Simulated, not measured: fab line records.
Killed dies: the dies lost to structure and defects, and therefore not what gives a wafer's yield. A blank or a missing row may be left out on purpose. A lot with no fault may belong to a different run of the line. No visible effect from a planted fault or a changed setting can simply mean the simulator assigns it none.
Which tool is to blame? -- flow sky130 -- 12 lots with 36 wafers sampled at 5 steps, on a route of 708 steps

WHAT THE GAUGES READ, wafer by wafer
SKY_VIA2_OVL_MEAS_13.
lot,measured,on,VIA2_OVL (nm)
L256,day 35 22:14,overlay-01,4 4 0
L257,day 36 17:59,overlay-01,7 10 10
L259,day 37 17:20,overlay-02,3 -5 -3
L260,day 37 22:04,overlay-01,1 -6 3
L266,day 40 00:20,overlay-01,2 3 5
L267,day 40 10:13,overlay-01,-4 -6 -4
L271,day 41 01:08,overlay-01,-2 5 -2
L273,day 41 12:41,overlay-01,-1 0 -6
L274,day 41 13:18,overlay-01,-6 -16 -2
L275,day 42 06:52,overlay-02,5 1 3
L277,day 42 15:20,overlay-01,-15 -11 -1
L279,day 43 01:49,overlay-01,3 11 4

SKY_VIA3_RS_MEAS_22: measurement is done with a four-point probe.
lot,measured,on,VIA3_W_RS (ohm/sq)
L256,day 39 08:14,filmMetro-02,0.296 0.294 0.293
L257,day 40 04:33,filmMetro-03,0.293 0.293 0.293
L259,day 41 01:07,filmMetro-01,0.301 0.288 0.294
L260,day 41 05:46,filmMetro-01,0.295 0.293 0.290
L266,day 43 03:58,filmMetro-02,0.295 0.294 0.288
L267,day 43 13:55,filmMetro-02,0.293 0.292 0.292
L271,day 44 03:27,filmMetro-02,0.295 0.294 0.295
L273,day 44 14:59,filmMetro-01,0.287 0.290 0.291
L274,day 44 15:12,filmMetro-01,0.292 0.294 0.292
L275,day 45 07:34,filmMetro-01,0.297 0.298 0.293
L277,day 45 16:31,filmMetro-02,0.299 0.295 0.295
L279,day 46 00:47,filmMetro-02,0.298 0.299 0.298

SKY_VIA4_THK_MEAS_01.
lot,measured,on,VIA4_HDPCVD_THK (nm)
L256,day 41 11:50,filmMetro-01,1735 1741 1733
L257,day 42 07:20,filmMetro-03,1751 1752 1717
L259,day 43 02:57,filmMetro-01,1394 1385 1368 1395 1385 1369
L260,day 43 06:25,filmMetro-04,1382 1385 1386 1381 1384 1387
L266,day 45 04:36,filmMetro-04,1724 1747 1724
L267,day 45 12:46,filmMetro-01,1704 1745 1756
L271,day 46 01:02,filmMetro-04,1750 1730 1750
L273,day 46 12:20,filmMetro-04,1780 1773 1766
L274,day 46 12:41,filmMetro-04,1751 1745 1723
L275,day 47 02:28,filmMetro-01,1710 1759 1709
L277,day 47 11:52,filmMetro-01,1762 1723 1762
L279,day 47 19:43,filmMetro-04,1705 1765 1709

TOOL THAT RAN EACH LOT (tool first, then ch and the chambers of the sampled wafers, then the start)
lot,SKY_VIA2_CVD_21,SKY_VIA4_HDPCVD_00
L256,"cvdW-01 ch 0,1, day 35 23:01","hdpcvd-01 ch 0,1,2, day 41 11:39"
L257,"cvdW-02 ch 0, day 36 18:46","hdpcvd-02 ch 1,2, day 42 07:04"
L259,"cvdW-02 ch 0,1, day 37 18:10","hdpcvd-02 ch 1,2, day 43 02:45"
L260,"cvdW-02 ch 0, day 37 22:51","hdpcvd-02 ch 0,1,2, day 43 06:14"
L266,"cvdW-01 ch 0,1, day 40 01:10","hdpcvd-01 ch 1,2, day 45 04:25"
L267,"cvdW-01 ch 0,1, day 40 11:00","hdpcvd-01 ch 0,1,2, day 45 12:34"
L271,"cvdW-02 ch 0,1, day 41 01:56","hdpcvd-02 ch 0,1, day 46 00:51"
L273,"cvdW-02 ch 0,1, day 41 13:29","hdpcvd-01 ch 0,2, day 46 12:10"
L274,"cvdW-02 ch 0,1, day 41 14:06","hdpcvd-02 ch 0,1,2, day 46 12:31"
L275,"cvdW-02 ch 0,1, day 42 08:03","hdpcvd-02 ch 0,1, day 47 02:16"
L277,"cvdW-01 ch 0,1, day 42 16:38","hdpcvd-01 ch 1,2, day 47 11:41"
L279,"cvdW-01 ch 0,1, day 43 02:36","hdpcvd-02 ch 1,2, day 47 19:32"
- SKY_VIA2_CVD_21: deposits W, target thk 420 nm, time 126.4 s.
- SKY_VIA4_HDPCVD_00: deposits SiO2, target thk 1750 nm, time 291.7 s.

WHAT THE TOOLS THEMSELVES READ (means of the sampled wafers that have a number; where no wafer has one, the mark that the record gives instead)
SKY_VIA2_CVD_21.
lot,tool,heaterPowerW (W)
L256,cvdW-01,784
L257,cvdW-02,919
L259,cvdW-02,831
L260,cvdW-02,920
L266,cvdW-01,770
L267,cvdW-01,778
L271,cvdW-02,825
L273,cvdW-02,861
L274,cvdW-02,827
L275,cvdW-02,825
L277,cvdW-01,776
L279,cvdW-01,775

SKY_VIA4_HDPCVD_00.
lot,tool,sih4FlowSccm (sccm)
L256,hdpcvd-01,59.78
L257,hdpcvd-02,60.03
L259,hdpcvd-02,48.19
L260,hdpcvd-02,47.96
L266,hdpcvd-01,59.99
L267,hdpcvd-01,59.86
L271,hdpcvd-02,60.04
L273,hdpcvd-01,59.87
L274,hdpcvd-02,59.95
L275,hdpcvd-02,59.96
L277,hdpcvd-01,60.10
L279,hdpcvd-02,59.98

THE ANSWER, worked out from the rows above alone
Rule: the lots themselves supply what counts as usual. The widest of any qualifying gaps counts: lots, ordered by their means at a reading, are off when they make up no more than a third of the lots, leave a main group of 4 or more, and stand apart from it by 3 or more times the standard deviation of that group's means. The tables above print the reading to a certain number of digits; a main group whose means all agree to those digits is not used. A lot without any number at a reading at which 4 lots or more have one is off too. The other lots that the step has rows for count as sound. The gauges are gone through in route order, then the tools' own readings, and for those a lot's mean is taken as printed above. The first step at which some lot is off is used, and at that step the reading that is off furthest; a lot without a number counts as furthest.
Off: at SKY_VIA4_THK_MEAS_01 (VIA4_HDPCVD_THK), L259, L260. The main group: mean 1740 nm, standard deviation 13.
If a tool, at a process step before that reading, ran all the lots that are off and no sound lot after the first of them, it fits. Not tried: the gauges at SKY_VIA4_THK_MEAS_01; whatever is off there is also off at SKY_VIA4_HDPCVD_00, on other tools, and gauge error can't account for it. No candidate that was tried fits.

WHAT THE SIMULATOR PUT IN
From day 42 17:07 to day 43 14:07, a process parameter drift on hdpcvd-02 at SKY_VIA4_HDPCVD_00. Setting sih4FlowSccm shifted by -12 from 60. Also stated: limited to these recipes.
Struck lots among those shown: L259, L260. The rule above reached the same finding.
